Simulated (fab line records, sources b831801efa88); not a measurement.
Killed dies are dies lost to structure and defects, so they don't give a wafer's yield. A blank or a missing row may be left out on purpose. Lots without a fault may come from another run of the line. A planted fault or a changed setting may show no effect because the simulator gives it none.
Tool commonality check | flow sky130 | 11 lots, 33 wafers sampled

WHY IT WAS OPENED
At SKY_SD_P_TW_MEAS_11 the reading SD_P_TW is flagged on 2 of 11 lots. Wafers without a fault read 2839, standard deviation 27.
Rule: a lot is flagged when every wafer of it that has a number lies more than 4 standard deviations from that mean, or none has a number. The other lots count as sound.

lot  | measured     | on            | SD_P_TW, wafer by wafer | flag
L385 | day 24 22:40 | film_metro-04 | 2849 2858 2869          |
L386 | day 25 04:26 | film_metro-04 | 2874 2898 2881          |
L393 | day 28 00:31 | film_metro-02 | 2574 2576 2578          | FLAGGED
L395 | day 29 09:02 | film_metro-02 | 2542 2546 2543          | FLAGGED
L400 | day 30 09:26 | film_metro-04 | 2855 2859 2848          |
L401 | day 30 13:10 | film_metro-01 | 2828 2830 2824          |
L403 | day 31 06:16 | film_metro-04 | 2863 2858 2847          |
L404 | day 31 17:32 | film_metro-02 | 2799 2794 2803          |
L405 | day 32 04:54 | film_metro-01 | 2823 2818 2820          |
L407 | day 32 14:14 | film_metro-02 | 2824 2827 2826          |
L408 | day 32 19:32 | film_metro-01 | 2826 2824 2832          |
The numbers of the flagged lots are 2560 on average: -279 against the usual, or -10 standard deviations.

WHICH TOOL RAN EACH LOT
The record holds 2 process steps before the reading, out of a route of 708 steps. In each cell: the tool, then ch and the chambers that the sampled wafers went through, then the start.
lot  | flag    | SKY_SD_P_IMPLANT_09             | SKY_SD_P_STRIP_10
L385 |         | implanter-04 ch 0, day 24 22:27 | plasma_asher-01 ch 0,1, day 24 22:35
L386 |         | implanter-04 ch 0, day 25 04:11 | plasma_asher-03 ch 0,1, day 25 04:20
L393 | FLAGGED | implanter-04 ch 0, day 28 00:16 | plasma_asher-01 ch 0,1, day 28 00:25
L395 | FLAGGED | implanter-04 ch 0, day 29 08:47 | plasma_asher-03 ch 0,1, day 29 08:56
L400 |         | implanter-01 ch 0, day 30 09:12 | plasma_asher-01 ch 0, day 30 09:19
L401 |         | implanter-01 ch 0, day 30 12:55 | plasma_asher-02 ch 0, day 30 13:04
L403 |         | implanter-01 ch 0, day 31 06:02 | plasma_asher-01 ch 0,1, day 31 06:10
L404 |         | implanter-04 ch 0, day 31 17:19 | plasma_asher-01 ch 0,1, day 31 17:26
L405 |         | implanter-03 ch 0, day 32 04:40 | plasma_asher-01 ch 0,1, day 32 04:47
L407 |         | implanter-04 ch 0, day 32 13:59 | plasma_asher-02 ch 0,1, day 32 14:08
L408 |         | implanter-04 ch 0, day 32 19:18 | plasma_asher-01 ch 0,1, day 32 19:25
What these steps do:
- SKY_SD_P_IMPLANT_09
- SKY_SD_P_STRIP_10: strips in O2/N2.
- SKY_SD_P_TW_MEAS_11

FLAGGED OVER TOTAL, TOOL BY TOOL (the gauges that took the reading come last)
step                | tool            | lots run | flagged | share of the flagged lots | sound lots run after its first flagged lot
SKY_SD_P_IMPLANT_09 | implanter-01    | 3        | 0       | none                      | -
SKY_SD_P_IMPLANT_09 | implanter-03    | 1        | 0       | none                      | -
SKY_SD_P_IMPLANT_09 | implanter-04    | 7        | 2       | all                       | 3 (L404,L407,L408)
SKY_SD_P_STRIP_10   | plasma_asher-01 | 7        | 1       | some                      | 5 (L400,L403,L404,L405,L408)
SKY_SD_P_STRIP_10   | plasma_asher-02 | 2        | 0       | none                      | -
SKY_SD_P_STRIP_10   | plasma_asher-03 | 2        | 1       | some                      | 0
SKY_SD_P_TW_MEAS_11 | film_metro-01   | 3        | 0       | none                      | -
SKY_SD_P_TW_MEAS_11 | film_metro-02   | 4        | 2       | all                       | 2 (L404,L407)
SKY_SD_P_TW_MEAS_11 | film_metro-04   | 4        | 0       | none                      | -

WHAT THE TABLE ALLOWS
2 rows of the table ran every flagged lot: implanter-04 at SKY_SD_P_IMPLANT_09, film_metro-02 at SKY_SD_P_TW_MEAS_11.
- implanter-04 at SKY_SD_P_IMPLANT_09: 2 of its 7 lots flagged. Sound lots ran on it after the first flagged one (L404, L407, L408), which a lasting fault on the whole tool wouldn't allow. Its own readings lie more than 4 standard deviations out on every wafer of the flagged lots: beam_on_s, dose_ions_cm2.
- film_metro-02 at SKY_SD_P_TW_MEAS_11: 2 of its 4 lots flagged. Sound lots ran on it after the first flagged one (L404, L407), which a lasting fault on the whole tool wouldn't allow.
No row of the table ran every flagged lot and no sound lot after the first.

WHAT THE SIMULATOR HAD PUT IN
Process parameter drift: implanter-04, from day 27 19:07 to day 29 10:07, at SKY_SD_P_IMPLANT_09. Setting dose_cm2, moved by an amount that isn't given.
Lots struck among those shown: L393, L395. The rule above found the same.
